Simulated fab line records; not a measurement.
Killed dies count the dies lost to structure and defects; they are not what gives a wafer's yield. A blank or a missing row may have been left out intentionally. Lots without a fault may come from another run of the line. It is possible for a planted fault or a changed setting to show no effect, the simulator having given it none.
fab line records ; flow sky130
record lots=6; wafers=18; last-day=50
route steps=708 shown CONTACT@424 METAL1@434 PAD_OPEN@708
lots untouched by any fault: they come from a run of this same line in which no faults occurred
start-h: the number of hours between the record's first day and the start of the first shown wafer of the lot ; wait-h: time in hours since the lot's previous step ; " as in the row above ; L1.1+2: several wafers, shown together as one row ; - no value present, or no start provided ; * or withheld: withheld ; < > ~ a bound
route shown NAME@n: names a module that has steps shown in the file, with the first one's number in the route ; usual: average and standard deviation across the fault-free wafers ; same: alike in all rows ; chamber/n: place in a boat ; sites: readings site by site ; _std_site: the standard deviation of these ; _edge_site: inner sites' mean taken away from outer sites' mean ; radius-mm: for every site, how far away it sits from the centre of the wafer ; mask NAME#n: copy n ; behind: the most recent tool/chamber to have shaped the wafer ; hold: why the lot went on hold/how many hours it stayed there/how the hold came to an end ; device: whichever transistor did not switch (one of n, p or np) ; end of line: the route-end tests of the same wafers ; step lacking rows: just its recipe ; killed: not the wafer's yield, but the dies lost to structure and defects at the first sort ; map: per-die view of a wafer (x killed, . not killed, _ where there is no die)
set.NAME: the setting that was run; set.NAME@STEP: the one run at that earlier step ; model.NAME: the simulator's own value behind a step, which no gauge read
lots at some steps of the route; a table a step, a row a wafer
services: the hour from which a tool's chamber was out of use, counted from the record's first day as start-h (under 0 if before that day), plus the number of hours and why
## steps
# step SKY_CONTACT_ETCH_18
# recipe target=Si3N4; chemistry=CHF3/O2; stop-on=TiN; source-w=600; bias-w=200; pressure-mtorr=40; chf3-flow-sccm=50; O2_flow_sccm=5; time-s=39; target-depth-a=750
# step SKY_CONTACT_STRIP_19
# recipe chemistry=O2/N2; power-w=1400; pressure-mtorr=1500; platen-temp-c=withheld; o2-flow-sccm=3000; n2-flow-sccm=300; overash-fraction=0.5
# step SKY_CONTACT_STRIP_20
# recipe chemistry=post-etch-residue-remover; time-s=1200; temp-c=72.5
# step SKY_CONTACT_CLEAN_21
# recipe chemistry=IPA; time-s=180; temp-c=25
# step SKY_CONTACT_CLEAN_22
# recipe chemistry=O3/DIW; dry=n2-spin
# step SKY_CONTACT_SPUTTER_23
# recipe material=TiN; target-thk-nm=20; chamber-pressure-pa=5; power-w=4000; time-s=80
# step SKY_CONTACT_CVD_24
# recipe material=W; target-thk-nm=340; time-s=102.12; temp-c=400; pressure-torr=40
# step SKY_CONTACT_RS_MEAS_25
# recipe thk-meas-gauge=four-point-probe; reads=W_of_CONTACT_CVD_24+TiN_of_CONTACT_SPUTTER_23
# usual CONTACT_W_RS=0.337/0.0036
lot.wafer;tool;chamber;start-h;wait-h;CONTACT_W_RS[ohm/sq]
L297.4;film-metro-01;-;760.43;0.1;0.337
L297.5;film-metro-01;-;760.43;0.1;0.331
L297.6;film-metro-01;-;760.43;0.1;0.334
L299.1;film-metro-02;-;777.49;0.1;0.343
L299.4;film-metro-02;-;777.49;0.1;0.340
L299.6;film-metro-02;-;777.49;0.1;0.336
L306.1;film-metro-02;-;834.76;0.1;0.337
L306.2;film-metro-02;-;834.76;0.1;0.338
L306.4;film-metro-02;-;834.76;0.1;0.334
L307.2;film-metro-02;-;838.80;0.1;0.336
L307.4;film-metro-02;-;838.80;0.1;0.338
L307.6;film-metro-02;-;838.80;0.1;0.340
L308.1;film-metro-04;-;846.65;0.1;0.336
L308.5;film-metro-04;-;846.65;0.1;0.338
L308.6;film-metro-04;-;846.65;0.1;0.332
L315.1;film-metro-01;-;891.23;0.1;0.339
L315.2;film-metro-01;-;891.23;0.1;0.333
L315.3;film-metro-01;-;891.23;0.1;0.330
# step SKY_CONTACT_THK_MEAS_26
# recipe thk-meas-gauge=xrf; reads=W_of_CONTACT_CVD_24
# usual CONTACT_W_THK=342/6.6
lot.wafer;tool;chamber;start-h;wait-h;CONTACT_W_THK[nm]
L297.4;film-metro-01;-;760.52;0.1;348
L297.5;film-metro-01;-;760.52;0.1;353
L297.6;film-metro-01;-;760.52;0.1;346
L299.1;film-metro-02;-;777.61;0.1;333
L299.4;film-metro-02;-;777.61;0.1;333
L299.6;film-metro-02;-;777.61;0.1;336
L306.1;film-metro-02;-;834.88;0.1;339
L306.2;film-metro-02;-;834.88;0.1;336
L306.4;film-metro-02;-;834.88;0.1;341
L307.2;film-metro-02;-;838.91;0.1;339
L307.4;film-metro-02;-;838.91;0.1;338
L307.6;film-metro-02;-;838.91;0.1;336
L308.1;film-metro-04;-;846.77;0.1;344
L308.5;film-metro-04;-;846.77;0.1;344
L308.6;film-metro-04;-;846.77;0.1;347
L315.1;film-metro-01;-;891.35;0.1;349
L315.2;film-metro-01;-;891.35;0.1;355
L315.3;film-metro-01;-;891.35;0.1;357
# step SKY_CONTACT_CMP_27
# recipe stop-on=SiO2; t-overpolish-s=15; down-force-psi=3.5; platen-rpm=60; target-thk-nm=0; pad-velocity-m-s=0.94248
# usual motor-current-A=11.3/1.3; overpolish-run-s=15.000/0.009; retaining-ring-pressure-frac=1.000/0.0048; slurry-filter-dp-kPa=13.49/0.14; time-to-endpoint-s=81/4.2
lot.wafer;tool;chamber;start-h;wait-h;motor-current-A;overpolish-run-s;retaining-ring-pressure-frac;slurry-filter-dp-kPa;time-to-endpoint-s
L297.4;cmp-02;1;760.55;0.0;10.9;15.003;0.999;13.45;87
L297.6;cmp-02;1;760.55;0.0;11.4;15.008;0.995;13.47;89
L297.5;cmp-02;2;760.55;0.0;10.5;15.002;0.996;13.59;82
L299.1;cmp-02;1;777.67;0.1;11.0;15.003;0.998;13.57;84
L299.4;cmp-02;2;777.67;0.1;9.9;15.001;1.007;13.32;79
L299.6;cmp-02;1;777.67;0.1;11.4;15.009;0.997;13.58;88
L306.1;cmp-01;3;834.94;0.1;10.7;15.009;1.000;13.29;86
L306.2;cmp-01;0;834.94;0.1;13.0;14.997;1.001;13.40;82
L306.4;cmp-01;1;834.94;0.1;11.0;14.990;1.003;13.50;86
L307.2;cmp-02;0;838.96;0.0;12.2;14.998;1.003;13.38;82
L307.4;cmp-02;1;838.96;0.0;11.1;14.996;0.992;13.61;89
L307.6;cmp-02;1;838.96;0.0;10.5;15.000;0.995;13.45;88
L308.1;cmp-02;1;846.93;0.1;11.2;15.003;0.994;13.69;90
L308.5;cmp-02;3;846.93;0.1;9.7;14.996;1.001;13.33;80
L308.6;cmp-02;0;846.93;0.1;12.3;14.996;1.003;13.63;84
L315.3;cmp-01;1;891.41;0.0;11.6;14.998;0.997;13.42;84
L315.2;cmp-01;2;891.41;0.0;12.9;14.995;0.996;13.52;76
L315.1;cmp-01;0;891.41;0.0;13.1;15.005;1.000;13.62;78
# step SKY_METAL1_SPUTTER_00
# recipe material=Ti; target-thk-nm=15; power-w=3000; time-s=10; chamber-pressure-pa=0.4
# usual throttle-valve-pct=29.7/0.86
lot.wafer;tool;chamber;start-h;wait-h;throttle-valve-pct
L297.4;pvd-sputter-01;-;760.85;0.2;28.6
L297.5;pvd-sputter-01;-;760.85;0.2;28.5
L297.6;pvd-sputter-01;-;760.85;0.2;30.1
L299.1;pvd-sputter-01;-;777.97;0.2;30.3
L299.4;pvd-sputter-01;-;777.97;0.2;30.3
L299.6;pvd-sputter-01;-;777.97;0.2;30.1
L306.1;pvd-sputter-01;-;835.24;0.2;30.2
L306.2;pvd-sputter-01;-;835.24;0.2;30.0
L306.4;pvd-sputter-01;-;835.24;0.2;30.0
L307.2;pvd-sputter-02;-;839.26;0.2;30.5
L307.4;pvd-sputter-02;-;839.26;0.2;31.4
L307.6;pvd-sputter-02;-;839.26;0.2;28.5
L308.1;pvd-sputter-01;-;847.13;0.1;30.0
L308.5;pvd-sputter-01;-;847.13;0.1;30.0
L308.6;pvd-sputter-01;-;847.13;0.1;28.8
L315.1;pvd-sputter-02;-;891.71;0.1;28.3
L315.2;pvd-sputter-02;-;891.71;0.1;30.3
L315.3;pvd-sputter-02;-;891.71;0.1;31.7
# step SKY_METAL1_SPUTTER_01
# recipe material=TiN; target-thk-nm=20; power-w=6500; time-s=16.7; chamber-pressure-pa=0.4
# step SKY_METAL1_SPUTTER_02
# recipe material=AlCu; target-thk-nm=250; power-w=10600; time-s=13.3; chamber-pressure-pa=0.4
# usual throttle-valve-pct=29.7/0.89
lot.wafer;tool;chamber;start-h;wait-h;throttle-valve-pct;model.AlCu_of_METAL1_SPUTTER_02.thk-nm
L297.4;pvd-sputter-01;-;760.90;0.0;28.6;254.6
L297.5;pvd-sputter-01;-;760.90;0.0;28.4;255
L297.6;pvd-sputter-01;-;760.90;0.0;30.0;250
L299.1;pvd-sputter-01;-;778.02;0.0;30.3;252.8
L299.4;pvd-sputter-01;-;778.02;0.0;30.3;248.7
L299.6;pvd-sputter-01;-;778.02;0.0;30.0;255.2
L306.1;pvd-sputter-01;-;835.28;0.0;30.1;372.7
L306.2;pvd-sputter-01;-;835.28;0.0;30.5;367.2
L306.4;pvd-sputter-01;-;835.28;0.0;30.2;367.2
L307.2;pvd-sputter-02;-;839.30;0.0;30.3;252.5
L307.4;pvd-sputter-02;-;839.30;0.0;31.5;252.1
L307.6;pvd-sputter-02;-;839.30;0.0;28.6;250
L308.1;pvd-sputter-01;-;847.18;0.0;30.3;369.2
L308.5;pvd-sputter-01;-;847.18;0.0;30.0;372.6
L308.6;pvd-sputter-01;-;847.18;0.0;28.4;371.6
L315.1;pvd-sputter-02;-;891.75;0.0;28.5;252.3
L315.2;pvd-sputter-02;-;891.75;0.0;30.3;254.1
L315.3;pvd-sputter-02;-;891.75;0.0;31.3;255.6
# step SKY_METAL1_SPUTTER_03
# recipe material=Ti; target-thk-nm=5; power-w=3000; time-s=3.3; chamber-pressure-pa=0.4
# step SKY_METAL1_SPUTTER_04
# recipe material=TiN; target-thk-nm=70; power-w=6500; time-s=58.3; chamber-pressure-pa=0.4
# usual throttle-valve-pct=29.7/0.87
lot.wafer;tool;chamber;start-h;wait-h;throttle-valve-pct
L297.4;pvd-sputter-01;-;760.94;0.0;28.7
L297.5;pvd-sputter-01;-;760.94;0.0;28.3
L297.6;pvd-sputter-01;-;760.94;0.0;30.1
L299.1;pvd-sputter-01;-;778.06;0.0;30.1
L299.4;pvd-sputter-01;-;778.06;0.0;30.4
L299.6;pvd-sputter-01;-;778.06;0.0;30.0
L306.1;pvd-sputter-01;-;835.33;0.0;30.1
L306.2;pvd-sputter-01;-;835.33;0.0;30.2
L306.4;pvd-sputter-01;-;835.33;0.0;30.1
L307.2;pvd-sputter-02;-;839.35;0.0;30.5
L307.4;pvd-sputter-02;-;839.35;0.0;31.5
L307.6;pvd-sputter-02;-;839.35;0.0;28.4
L308.1;pvd-sputter-01;-;847.23;0.0;30.0
L308.5;pvd-sputter-01;-;847.23;0.0;30.3
L308.6;pvd-sputter-01;-;847.23;0.0;28.7
L315.1;pvd-sputter-02;-;891.80;0.0;28.6
L315.2;pvd-sputter-02;-;891.80;0.0;30.4
L315.3;pvd-sputter-02;-;891.80;0.0;31.3
# step SKY_METAL1_RS_MEAS_05
# recipe thk-meas-gauge=four-point-probe; reads=TiN_of_METAL1_SPUTTER_04+Ti_of_METAL1_SPUTTER_03+AlCu_of_METAL1_SPUTTER_02+TiN_of_METAL1_SPUTTER_01+Ti_of_METAL1_SPUTTER_00
# usual METAL1_ALCU_RS=0.1265/0.0014
lot.wafer;tool;chamber;start-h;wait-h;METAL1_ALCU_RS[ohm/sq]
L297.4;film-metro-04;-;761.05;0.1;0.1245
L297.5;film-metro-04;-;761.05;0.1;0.1241
L297.6;film-metro-04;-;761.05;0.1;0.1267
L299.1;film-metro-04;-;778.11;0.0;0.1252
L299.4;film-metro-04;-;778.11;0.0;0.1275
L299.6;film-metro-04;-;778.11;0.0;0.1240
L306.1;film-metro-03;-;835.38;0.0;0.0846
L306.2;film-metro-03;-;835.38;0.0;0.0857
L306.4;film-metro-03;-;835.38;0.0;0.0857
L307.2;film-metro-02;-;839.42;0.0;0.1254
L307.4;film-metro-02;-;839.42;0.0;0.1257
L307.6;film-metro-02;-;839.42;0.0;0.1264
L308.1;film-metro-02;-;847.27;0.0;0.0850
L308.5;film-metro-02;-;847.27;0.0;0.0843
L308.6;film-metro-02;-;847.27;0.0;0.0843
L315.1;film-metro-02;-;891.85;0.0;0.1257
L315.2;film-metro-02;-;891.85;0.0;0.1247
L315.3;film-metro-02;-;891.85;0.0;0.1240
# step SKY_METAL1_THK_MEAS_06
# recipe thk-meas-gauge=xrf; reads=AlCu_of_METAL1_SPUTTER_02
# usual METAL1_ALCU_THK=254/3.1
lot.wafer;tool;chamber;start-h;wait-h;METAL1_ALCU_THK[nm]
L297.4;film-metro-04;-;761.14;0.1;258
L297.5;film-metro-04;-;761.14;0.1;258
L297.6;film-metro-04;-;761.14;0.1;253
L299.1;film-metro-04;-;778.23;0.1;258
L299.4;film-metro-04;-;778.23;0.1;254
L299.6;film-metro-04;-;778.23;0.1;260
L306.1;film-metro-03;-;835.50;0.1;377
L306.2;film-metro-03;-;835.50;0.1;372
L306.4;film-metro-03;-;835.50;0.1;371
L307.2;film-metro-02;-;839.53;0.1;258
L307.4;film-metro-02;-;839.53;0.1;256
L307.6;film-metro-02;-;839.53;0.1;254
L308.1;film-metro-02;-;847.39;0.1;375
L308.5;film-metro-02;-;847.39;0.1;376
L308.6;film-metro-02;-;847.39;0.1;376
L315.1;film-metro-02;-;891.97;0.1;255
L315.2;film-metro-02;-;891.97;0.1;257
L315.3;film-metro-02;-;891.97;0.1;259
# step SKY_METAL1_DEHYDRATE_07
# recipe temp-c=200; time-s=60
# step SKY_METAL1_HMDS_08
# recipe prime-time-s=60; prime-temp-c=120
# step SKY_METAL1_COAT_09
# recipe resist=BARC; temp-c=withheld; time-s=withheld; spin-rpm=3000; resist-thk-nm=60
# step SKY_METAL1_COAT_10
# recipe resist=KrF-thick; spin-rpm=3000; resist-thk-nm=450
# step SKY_METAL1_SOFTBAKE_11
# recipe temp-c=100; time-s=90; resist=KrF-thick
# step SKY_METAL1_EXPOSE_12
# recipe mask-id=MM1; na=0.8; source-shape=annular; sigma-inner=0.55; sigma-outer=0.85; target-cd-nm=140; dose-mj=28
# step SKY_METAL1_PEB_13
# recipe peb-temp-c=withheld; peb-time-s=withheld; resist=KrF-thick
# step SKY_METAL1_DEVELOP_14
# recipe develop-time-s=60; resist=KrF-thick; dev-temp-c=21
# step SKY_METAL1_CD_MEAS_15
# recipe target-cd-nm=140
# usual cd-nm=140.2/1.4
lot.wafer;tool;chamber;start-h;wait-h;cd-nm
L297.4;cd-sem-02;-;788.18;-;140.9
L297.5;cd-sem-02;-;788.18;-;139.6
L297.6;cd-sem-02;-;788.18;-;139.8
L299.1;cd-sem-02;-;804.95;-;138.3
L299.4;cd-sem-02;-;804.95;-;141.5
L299.6;cd-sem-02;-;804.95;-;140.5
L306.1;cd-sem-01;-;860.95;-;137.3
L306.2;cd-sem-01;-;860.95;-;139.0
L306.4;cd-sem-01;-;860.95;-;138.4
L307.2;cd-sem-01;-;865.24;-;139.7
L307.4;cd-sem-01;-;865.24;-;141.1
L307.6;cd-sem-01;-;865.24;-;139.8
L308.1;cd-sem-01;-;873.65;-;142.2
L308.5;cd-sem-01;-;873.65;-;141.2
L308.6;cd-sem-01;-;873.65;-;141.0
L315.1;cd-sem-02;-;917.05;-;140.1
L315.2;cd-sem-02;-;917.05;-;139.5
L315.3;cd-sem-02;-;917.05;-;140.6
# step SKY_METAL1_OVL_MEAS_16
# usual METAL1_OVL=0/6.2
lot.wafer;tool;chamber;start-h;wait-h;METAL1_OVL[nm]
L297.4;overlay-02;-;788.26;0.1;-4
L297.5;overlay-02;-;788.26;0.1;-2
L297.6;overlay-02;-;788.26;0.1;-10
L299.1;overlay-02;-;805.07;0.1;-1
L299.4;overlay-02;-;805.07;0.1;4
L299.6;overlay-02;-;805.07;0.1;5
L306.1;overlay-02;-;861.07;0.1;-6
L306.2;overlay-02;-;861.07;0.1;5
L306.4;overlay-02;-;861.07;0.1;4
L307.2;overlay-01;-;865.35;0.1;0
L307.4;overlay-01;-;865.35;0.1;-4
L307.6;overlay-01;-;865.35;0.1;-6
L308.1;overlay-01;-;873.77;0.1;1
L308.5;overlay-01;-;873.77;0.1;5
L308.6;overlay-01;-;873.77;0.1;-4
L315.1;overlay-02;-;917.17;0.1;14
L315.2;overlay-02;-;917.17;0.1;3
L315.3;overlay-02;-;917.17;0.1;12
# step SKY_METAL1_DESCUM_17
# recipe chemistry=O2; source-power-w=150; bias-power-w=0; pressure-mtorr=10; temp-c=40; time-s=8
# step SKY_METAL1_ETCH_18
# recipe chemistry=N2/H2; target=BARC; ion-energy-ev=200; bias-w=100; pressure-mtorr=30; n2-flow-sccm=100; h2-flow-sccm=200; icp-w=500; stop-on=SiO2; time-s=45.9; target-depth-a=600
# usual drypump-motor-current-A=5.3/0.35; oes-product-au=0.855/0.0052; throttle-valve-pct=13.225/0.0093
lot.wafer;tool;chamber;start-h;wait-h;drypump-motor-current-A;oes-product-au;rf-hours-counter-h;throttle-valve-pct
L297.4;rie-metal-04;1;788.33;0.0;5.3;0.856;-;13.236
L297.5;rie-metal-04;0;788.33;0.0;5.3;0.856;-;13.232
L297.6;rie-metal-04;1;788.33;0.0;5.3;0.858;-;13.238
L299.1;rie-metal-01;1;805.14;0.0;4.8;0.855;14;13.237
L299.4;rie-metal-01;1;805.14;0.0;4.8;0.851;-;13.236
L299.6;rie-metal-01;1;805.14;0.0;4.8;0.858;-;13.230
L306.1;rie-metal-01;0;861.14;0.0;5.3;0.852;9;13.240
L306.2;rie-metal-01;1;861.14;0.0;4.8;0.858;16;13.221
L306.4;rie-metal-01;0;861.14;0.0;5.3;0.849;-;13.227
L307.2;rie-metal-03;1;865.41;0.0;5.6;0.856;2;13.231
L307.4;rie-metal-03;1;865.41;0.0;5.6;0.859;-;13.238
L307.6;rie-metal-03;1;865.41;0.0;5.6;0.865;-;13.234
L308.1;rie-metal-04;0;873.84;0.0;5.3;0.857;4;13.251
L308.5;rie-metal-04;1;873.84;0.0;5.3;0.862;-;13.217
L308.6;rie-metal-04;0;873.84;0.0;5.2;0.859;-;13.247
L315.1;rie-metal-01;1;917.24;0.0;4.8;0.845;1;13.222
L315.2;rie-metal-01;0;917.24;0.0;5.3;0.858;11;13.236
L315.3;rie-metal-01;1;917.24;0.0;4.8;0.856;-;13.222
# step SKY_METAL1_METAL_ETCH_19
# recipe target-depth-a=3600; stop-on=SiO2; over-etch-frac=0.3; time-s=78; chemistry=Cl2/BCl3; resist-sidewall-deg=88; pressure-mtorr=10; icp-w=900; bias-w=48.5; Cl2_flow_sccm=60; bcl3-flow-sccm=30
# usual drypump-motor-current-A=5.3/0.34; oes-product-au=0.855/0.006; throttle-valve-pct=22.264/0.0095
lot.wafer;tool;chamber;start-h;wait-h;drypump-motor-current-A;oes-product-au;rf-hours-counter-h;throttle-valve-pct
L297.4;rie-metal-04;1;788.40;0.1;5.3;0.862;-;22.256
L297.5;rie-metal-04;0;788.40;0.1;5.3;0.857;-;22.266
L297.6;rie-metal-04;1;788.40;0.1;5.3;0.856;-;22.244
L299.1;rie-metal-01;1;805.20;0.0;4.8;0.861;14;22.261
L299.4;rie-metal-01;1;805.20;0.0;4.8;0.860;-;22.275
L299.6;rie-metal-01;1;805.20;0.0;4.8;0.859;-;22.272
L306.1;rie-metal-01;0;861.20;0.0;5.3;0.975;9;22.260
L306.2;rie-metal-01;1;861.20;0.0;4.8;0.950;16;22.250
L306.4;rie-metal-01;0;861.20;0.0;5.3;0.969;-;22.273
L307.2;rie-metal-03;1;865.48;0.0;5.6;0.864;2;22.259
L307.4;rie-metal-03;1;865.48;0.0;5.6;0.862;-;22.283
L307.6;rie-metal-03;1;865.48;0.0;5.6;0.865;-;22.266
L308.1;rie-metal-04;0;873.90;0.0;5.3;0.958;4;22.277
L308.5;rie-metal-04;1;873.90;0.0;5.3;0.974;-;22.258
L308.6;rie-metal-04;0;873.90;0.0;5.3;0.975;-;22.261
L315.1;rie-metal-01;1;917.30;0.0;4.8;0.851;1;22.270
L315.2;rie-metal-01;0;917.30;0.0;5.3;0.868;12;22.261
L315.3;rie-metal-01;1;917.30;0.0;4.8;0.868;-;22.293
# step SKY_METAL1_STRIP_20
# recipe chemistry=O2/N2; power-w=1400; pressure-mtorr=1500; platen-temp-c=withheld; o2-flow-sccm=3000; n2-flow-sccm=300; overash-fraction=0.5
# usual drypump-motor-current-A=5.9/0.48; oes-product-au=0.342/0.0048; strip-time-to-endpoint-s=2.68/0.039
# same overash-fraction=0.5
lot.wafer;tool;chamber;start-h;wait-h;drypump-motor-current-A;oes-product-au;rf-hours-counter-h;strip-time-to-endpoint-s
L297.4;plasma-asher-03;1;788.50;0.1;6.2;0.342;-;2.75
L297.5;plasma-asher-03;1;788.50;0.1;6.2;0.350;-;2.66
L297.6;plasma-asher-03;0;788.50;0.1;5.9;0.340;-;2.74
L299.1;plasma-asher-01;0;805.29;0.1;6.6;0.345;69;2.66
L299.4;plasma-asher-01;0;805.29;0.1;6.7;0.340;-;2.67
L299.6;plasma-asher-01;1;805.29;0.1;5.8;0.349;-;2.70
L306.1;plasma-asher-02;0;861.29;0.1;5.0;0.339;103;2.69
L306.2;plasma-asher-02;1;861.29;0.1;6.0;0.348;103;2.67
L306.4;plasma-asher-02;0;861.29;0.1;5.0;0.345;-;2.67
L307.2;plasma-asher-03;0;865.57;0.1;5.9;0.341;44;2.57
L307.4;plasma-asher-03;0;865.57;0.1;5.9;0.339;-;2.59
L307.6;plasma-asher-03;0;865.57;0.1;5.9;0.345;-;2.61
L308.1;plasma-asher-01;0;873.99;0.1;6.6;0.345;76;2.66
L308.5;plasma-asher-01;1;873.99;0.1;5.8;0.332;-;2.66
L308.6;plasma-asher-01;0;873.99;0.1;6.6;0.342;-;2.62
L315.1;plasma-asher-01;1;917.39;0.1;5.8;0.345;80;2.78
L315.2;plasma-asher-01;0;917.39;0.1;6.7;0.337;80;2.69
L315.3;plasma-asher-01;0;917.39;0.1;6.7;0.340;-;2.70
# step SKY_PAD_OPEN_PROBE_99
lot.wafer;tool;chamber;start-h;wait-h;model.etest.met1-comb.leak-log10-a-um;model.etest.met1.line-ohm-um;model.etest.met1.rs-ohm-sq
L297.4;prober-01;-;1097.44;0.2;-11.98;0.8602;0.1247
L297.5;prober-01;-;1097.49;0.2;-11.93;0.9313;0.1263
L297.6;prober-01;-;1097.54;0.2;-12.03;0.9159;0.1284
L299.1;prober-01;-;1110.44;0.1;-12;0.9125;0.127
L299.4;prober-01;-;1110.59;0.2;-12.03;0.8897;0.1299
L299.6;prober-01;-;1110.69;0.2;-11.92;0.8868;0.125
L306.1;prober-01;-;1149.48;0.1;-10.44;0.5921;0.08483
L306.2;prober-01;-;1149.53;0.1;-11;0.6135;0.08662
L306.4;prober-01;-;1149.63;0.2;-11.67;0.6106;0.08655
L307.2;prober-02;-;1155.78;0.1;-12.17;0.9171;0.1281
L307.4;prober-02;-;1155.88;0.2;-11.96;0.9035;0.1268
L307.6;prober-02;-;1155.98;0.2;-11.91;0.8938;0.1277
L308.1;prober-01;-;1161.07;0.1;-11.46;0.5992;0.08518
L308.5;prober-01;-;1161.27;0.2;-9.509;0.5874;0.0858
L308.6;prober-01;-;1161.32;0.2;-11.77;0.6149;0.08533
L315.1;prober-02;-;1192.72;0.1;-12.11;0.9153;0.1278
L315.2;prober-02;-;1192.77;0.1;-11.97;0.8861;0.1264
L315.3;prober-02;-;1192.82;0.2;-11.93;0.8948;0.1259
# killed by level:class
L297.4 VIA1:geometric-particle:open=10 VIA3:geometric-particle:open=10 VIA2:geometric-particle:open=9 CONTACT:geometric-particle:open=7 LOCAL_INTERCONNECT:geometric-particle:short=5 CONTACT:geometric-particle:short=5 POLY_GATE:geometric-particle:open=4 POLY_GATE:geometric-particle:short=3
L297.5 FIELD_ISO:geometric-particle:short=8 LI_CONTACT:geometric-particle:open=8 METAL2:geometric-particle:short=7 VIA3:geometric-particle:open=6 METAL1:geometric-particle:short=5 VIA1:geometric-particle:open=5 VIA2:geometric-particle:open=5 VIA2:geometric-particle:short=5
L297.6 LI_CONTACT:geometric-particle:open=12 VIA3:geometric-particle:short=7 METAL1:geometric-particle:short=6 CONTACT:geometric-particle:short=5 LI_CONTACT:geometric-particle:short=5 CONTACT:geometric-particle:open=5 LOCAL_INTERCONNECT:geometric-particle:short=4 METAL2:geometric-particle:short=4
L299.1 VIA1:geometric-particle:open=9 METAL2:geometric-particle:short=9 VIA3:geometric-particle:open=6 CONTACT:geometric-particle:open=6 LI_CONTACT:geometric-particle:open=5 VIA1:geometric-particle:short=5 METAL3:geometric-particle:short=5 FIELD_ISO:geometric-particle:short=4
L299.4 VIA1:geometric-particle:open=8 LI_CONTACT:geometric-particle:open=7 METAL1:geometric-particle:short=7 VIA3:geometric-particle:open=6 METAL2:geometric-particle:short=5 VIA1:geometric-particle:short=4 VIA2:geometric-particle:open=4 FIELD_ISO:geometric-particle:open=3
L299.6 LI_CONTACT:geometric-particle:open=13 VIA1:geometric-particle:open=13 VIA1:geometric-particle:short=9 VIA3:geometric-particle:short=7 VIA2:geometric-particle:open=7 CONTACT:geometric-particle:open=6 METAL2:geometric-particle:short=6 CONTACT:geometric-particle:short=4
L307.2 VIA1:geometric-particle:open=12 CONTACT:geometric-particle:open=9 LI_CONTACT:geometric-particle:open=9 FIELD_ISO:geometric-particle:short=8 POLY_GATE:geometric-particle:open=6 CONTACT:geometric-particle:short=6 LOCAL_INTERCONNECT:geometric-particle:short=5 VIA1:geometric-particle:short=5
L307.4 VIA1:geometric-particle:open=13 FIELD_ISO:geometric-particle:open=8 LI_CONTACT:geometric-particle:open=8 CONTACT:geometric-particle:open=8 VIA2:geometric-particle:open=6 FIELD_ISO:geometric-particle:short=4 POLY_GATE:geometric-particle:open=4 METAL1:geometric-particle:short=4
L307.6 VIA1:geometric-particle:open=12 VIA1:geometric-particle:short=8 CONTACT:geometric-particle:open=7 METAL1:geometric-particle:short=7 FIELD_ISO:geometric-particle:open=5 METAL3:geometric-particle:short=5 METAL2:geometric-particle:short=5 VIA2:geometric-particle:open=5
L315.1 VIA2:geometric-particle:open=11 VIA1:geometric-particle:open=10 LI_CONTACT:geometric-particle:open=8 CONTACT:geometric-particle:open=8 METAL3:geometric-particle:short=5 VIA3:geometric-particle:open=5 METAL2:geometric-particle:short=4 VIA2:geometric-particle:short=4
L315.2 VIA1:geometric-particle:open=13 LI_CONTACT:geometric-particle:open=11 CONTACT:geometric-particle:open=9 CONTACT:geometric-particle:short=8 VIA3:geometric-particle:open=6 METAL1:geometric-particle:short=5 VIA2:geometric-particle:open=5 FIELD_ISO:geometric-particle:short=4
L315.3 METAL1:geometric-particle:short=10 VIA1:geometric-particle:open=9 CONTACT:geometric-particle:open=9 METAL3:geometric-particle:short=6 LI_CONTACT:geometric-particle:short=4 LI_CONTACT:geometric-particle:open=4 VIA1:geometric-particle:short=4 FIELD_ISO:geometric-particle:short=3
## services
tool;chamber;start-h;hours;kind
plasma-asher-02;-;743.28;0.5;repair
cmp-01;-;744.00;4.0;pm
cmp-02;-;746.43;2.0;repair
rie-metal-03;-;759.02;0.3;repair
pvd-sputter-02;-;760.02;3.3;repair
cmp-01;-;778.38;4.2;repair
plasma-asher-01;-;781.06;15.6;pm
pvd-sputter-02;-;794.62;0.8;repair
pvd-sputter-01;-;797.49;3.7;repair
cmp-01;-;815.94;5.0;pm
cmp-02;-;828.95;2.5;repair
rie-metal-01;0;840.21;6.9;repair
cmp-01;-;841.28;1.0;repair
pvd-sputter-01;-;850.02;2.4;repair
rie-metal-01;-;862.55;14.6;pm
plasma-asher-02;-;874.67;2.9;repair
pvd-sputter-02;0;875.04;-;consumable-replace:kit
pvd-sputter-02;0;875.04;18.0;scheduled-down
pvd-sputter-02;0;875.04;18.0;vent-cycle
rie-metal-01;1;877.15;-;clean
rie-metal-01;1;877.15;22.3;scheduled-down
rie-metal-01;1;877.15;22.3;vent-cycle
cmp-02;-;912.00;4.0;pm
cmp-02;-;916.00;-;consumable-replace:conditioner
## key
first-sign step=SKY_METAL1_RS_MEAS_05; reading=METAL1_ALCU_RS; direction=down; sigmas=29; usual=0.1265; struck=0.0849
effect step=SKY_METAL1_THK_MEAS_06; reading=METAL1_ALCU_THK; direction=up; sigmas=39; usual=254; struck=374
effect step=SKY_METAL1_METAL_ETCH_19; reading=oes-product-au; direction=up; sigmas=19; usual=0.855; struck=0.967
model-effect step=SKY_METAL1_SPUTTER_02; value=AlCu_of_METAL1_SPUTTER_02.thk-nm; without=251.7; struck=370.1
model-effect step=SKY_PAD_OPEN_PROBE_99; value=etest.met1-comb.leak-log10-a-um; without=-12.06; struck=-10.97
met-at SKY_METAL1_SPUTTER_02
struck-wafers L306.1,L306.2,L306.4,L308.1,L308.5,L308.6
sort-left-out L306.1,L306.2,L306.4,L308.1,L308.5,L308.6
onset-between 778.02 835.28
also-fits SKY_METAL1_SPUTTER_00:pvd-sputter-01,SKY_METAL1_SPUTTER_04:pvd-sputter-01
fault kind=process-parameter-drift; tool=pvd-sputter-01; chamber=-; onset-h=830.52; steps=SKY_METAL1_SPUTTER_02; channel=target-thk-nm; offset=118.32; shape=step; end-h=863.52; acts-in=these-recipes-only; stated=250
# sort-left-out: the simulated sort isn't trusted on such a fault, so these wafers' sort isn't shown, and their yield isn't known
